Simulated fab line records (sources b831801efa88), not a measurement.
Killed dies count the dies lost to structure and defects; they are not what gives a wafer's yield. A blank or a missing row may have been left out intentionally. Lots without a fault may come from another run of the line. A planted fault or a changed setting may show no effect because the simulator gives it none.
Split-lot study	flow gf180mcu	27 wafers read from 5 lots, route of 602 steps

ON THE SPLIT
At GF_M1_SPUTTER_00 (material Ti, target thk 37.5 nm, time 150 s), the setting time_s was moved away from the recipe's 150 s on 9 of the 27 wafers read, by -28.6% to +43.6%. For the rest of the wafers, this setting stayed at what the recipe calls for.

The reading comes from the split's own step.

THE READING
Ti_of_M1_SPUTTER_00.thk_nm (the simulator's own value, which no gauge read), in nm, at GF_M1_SPUTTER_00 (material Ti, target thk 37.5 nm, time 150 s). The file gives no usual value for it. Across the 18 wafers here that went through the recipe, the average is 37.55 nm and the standard deviation 0.32 nm.

wafer	tool, chamber at the split	time_s as run, s	against the recipe	Ti_of_M1_SPUTTER_00.thk_nm, nm	against lot-mates on the recipe
L075.1	pvd_sputter-01, -	107.1	-28.6%	26.16	-10.95
L075.2	pvd_sputter-01, -	150	recipe	36.76	-
L075.3	pvd_sputter-01, -	150	recipe	37.66	-
L075.4	pvd_sputter-01, -	107.1	-28.6%	25.98	-11.13
L075.5	pvd_sputter-01, -	107.1	-28.6%	26.08	-11.03
L075.6	pvd_sputter-01, -	150	recipe	36.91	-
L076.2	pvd_sputter-04, -	150	recipe	37.41	-
L076.4	pvd_sputter-04, -	150	recipe	37.33	-
L076.6	pvd_sputter-04, -	150	recipe	37.71	-
L078.1	pvd_sputter-03, -	215.4	+43.6%	54.04	+16.28
L078.2	pvd_sputter-03, -	215.4	+43.6%	53.87	+16.11
L078.3	pvd_sputter-03, -	150	recipe	37.82	-
L078.4	pvd_sputter-03, -	150	recipe	37.88	-
L078.5	pvd_sputter-03, -	215.4	+43.6%	53.86	+16.10
L078.6	pvd_sputter-03, -	150	recipe	37.57	-
L082.1	pvd_sputter-01, -	178.9	+19.3%	44.95	+7.39
L082.2	pvd_sputter-01, -	178.9	+19.3%	45.24	+7.68
L082.3	pvd_sputter-01, -	150	recipe	37.6	-
L082.4	pvd_sputter-01, -	178.9	+19.3%	44.38	+6.82
L082.5	pvd_sputter-01, -	150	recipe	37.82	-
L082.6	pvd_sputter-01, -	150	recipe	37.26	-
L085.1	pvd_sputter-01, -	150	recipe	37.98	-
L085.2	pvd_sputter-01, -	150	recipe	37.39	-
L085.3	pvd_sputter-01, -	150	recipe	37.4	-
L085.4	pvd_sputter-01, -	150	recipe	37.79	-
L085.5	pvd_sputter-01, -	150	recipe	37.83	-
L085.6	pvd_sputter-01, -	150	recipe	37.73	-

FIT RESULTS
A straight line over all 27 wafers: Ti_of_M1_SPUTTER_00.thk_nm changes by +0.384 nm for each +1% of time_s; r = +1.00; the points scatter about the line by 0.36 nm.
The same after taking each lot's own level away (the mean of its wafers on the recipe; 27 wafers): +0.376 nm for each +1%; r = +1.00; scatter 0.27 nm.
That fit puts the effect of the largest move of time_s on the reading at 16 nm.
The lots' own levels span 37.110 to 37.757 nm, that is 2.0 times the standard deviation above.
The two slopes are in agreement: the lot-to-lot level therefore moves the slope only a little.
Check: +16.4 nm against its lot-mates is what the line predicts for one of the wafers moved furthest among these (+43.6%) when that wafer is left out of the fit. It came out at +16.3 nm against them.

ADDITIONAL SPLITS CARRIED BY THESE WAFERS
Note: prior to the reading, these wafers also went through further splits. Each is held against what the fit with the lots' levels taken away leaves over:
other split on the same wafers	wafers away from the commonest value	r with Ti_of_M1_SPUTTER_00.thk_nm (lot level and that fit taken away)
GF_STI_CVD_03 time_s	21	+0.05
GF_STI_ETCH_14 time_s	12	-0.12
GF_DUAL_GATE_WET_ETCH_12 time_s	21	-0.13
GF_HV_LDD_DEVELOP_18 develop_time_s	6	+0.23
GF_SAB_DEVELOP_08 develop_time_s	9	+0.16

THE FILE'S OWN FIT
Ti_of_M1_SPUTTER_00.thk_nm changes by +0.376 nm for each +1% of time_s, r = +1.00.
